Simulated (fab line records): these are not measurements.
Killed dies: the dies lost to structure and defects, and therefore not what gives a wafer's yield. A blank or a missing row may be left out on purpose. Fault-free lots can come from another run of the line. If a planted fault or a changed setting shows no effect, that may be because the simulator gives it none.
Problem report, 8D (eight disciplines) form, completed by code + flow gf180mcu + the parts of the form that need people (team, actions taken, sign-off) are left out

== 1. THE ISSUE ==
At GF_DNWELL_STRIP_08, strip_time_to_endpoint_s averages 33.15 s over 4 wafers from 2 lots, while fault-free wafers read 37.02 s, standard deviation 0.098. That is -39 standard deviations from the usual mean.
The step: strips in O2/N2.
Seen first at day 3 17:35 on plasma_asher-04, wafer L961.1. At this step, 36 wafers from 12 lots have a number in the record. The rule behind "out" and "out of limits": a value lying over 4 standard deviations away from the usual mean. The rest of the wafers with a number are treated as sound.

== 2. WHAT IT IS, WHAT IT ISN'T ==
| question                    | is                                                      | is not                                                                                                         |
|-----------------------------|---------------------------------------------------------|----------------------------------------------------------------------------------------------------------------|
| which readings at this step | strip_time_to_endpoint_s, oes_product_au, platen_temp_c | drypump_motor_current_A, heater_power_w                                                                        |
| which lots                  | L961, L963                                              | L958, L959, L960, L968, L970, L973, L974, L975, L978, L979                                                     |
| which wafers of those lots  | L961.1, L961.3, L963.4, L963.6                          | L961.2, L963.5                                                                                                 |
| read on which tools         | plasma_asher-04                                         | plasma_asher-02, plasma_asher-03                                                                               |
| when                        | from day 3 17:35                                        | up to then (10 sound wafers); but 22 sound wafers of L963, L968, L970, L973, L974, L975, L978, L979 came after |

== 3. THE SUSPECTS, EACH WITH WHAT RULES IT OUT ==
Counting: any tool at a process step up to the reading remains a suspect provided it ran every lot that is out. Sound lots after the first of them don't rule it out here, since some wafers of a struck lot are sound.
- plasma_asher-04 at GF_DNWELL_STRIP_08 (strips in O2/N2): kept. Every lot that is out went through it, the first being L961 (day 3 17:35); the last sound lot it ran before that was L959 (day 3 05:59). Its own readings are out on those wafers: oes_product_au, platen_temp_c, strip_time_to_endpoint_s.
- Within plasma_asher-04 at GF_DNWELL_STRIP_08, the wafers that are out were processed in chamber 0 and their sound lot-mates in chamber 1.
Remaining after the count: plasma_asher-04 at GF_DNWELL_STRIP_08.

== 4. THE CAUSE (what the simulator had put in) ==
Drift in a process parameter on plasma_asher-04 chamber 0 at GF_DNWELL_STRIP_08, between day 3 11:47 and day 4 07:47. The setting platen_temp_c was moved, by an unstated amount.
The count eliminated every tool but this one.

== 5. THE EFFECT CHAIN, in route order ==
One row per reading whose mean, taken over the struck wafers that have a number, lies over 3 standard deviations from the usual. Scope: only readings with a usual standard deviation given in the record; hours: median across lots of the time from each lot's start at the first step in this table that gives one to its start at this step; sigmas: change in usual standard deviations.
| hours | step               | reading                  | usual      | on struck wafers | change | sigmas |
|-------|--------------------|--------------------------|------------|------------------|--------|--------|
| 0     | GF_DNWELL_STRIP_08 | oes_product_au           | 0.722 a.u. | 0.776            | +0.054 | +11    |
| 0     | GF_DNWELL_STRIP_08 | platen_temp_c            | 250.06 C   | 255.90           | +5.84  | +31    |
| 0     | GF_DNWELL_STRIP_08 | strip_time_to_endpoint_s | 37.02 s    | 33.15            | -3.87  | -39    |
Its process steps:
- GF_DNWELL_STRIP_08: strips in O2/N2.
At these later measuring or inspecting steps, every struck wafer for which the step has a row has a number for every such reading, and none has moved that far: GF_HV_LDD_TW_MEAS_38.

== 6. HOW IT WOULD HAVE BEEN CAUGHT EARLIER ==
In this record the first reading out of limits was taken at day 3 17:35, 6 hours after the fault began at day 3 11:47.
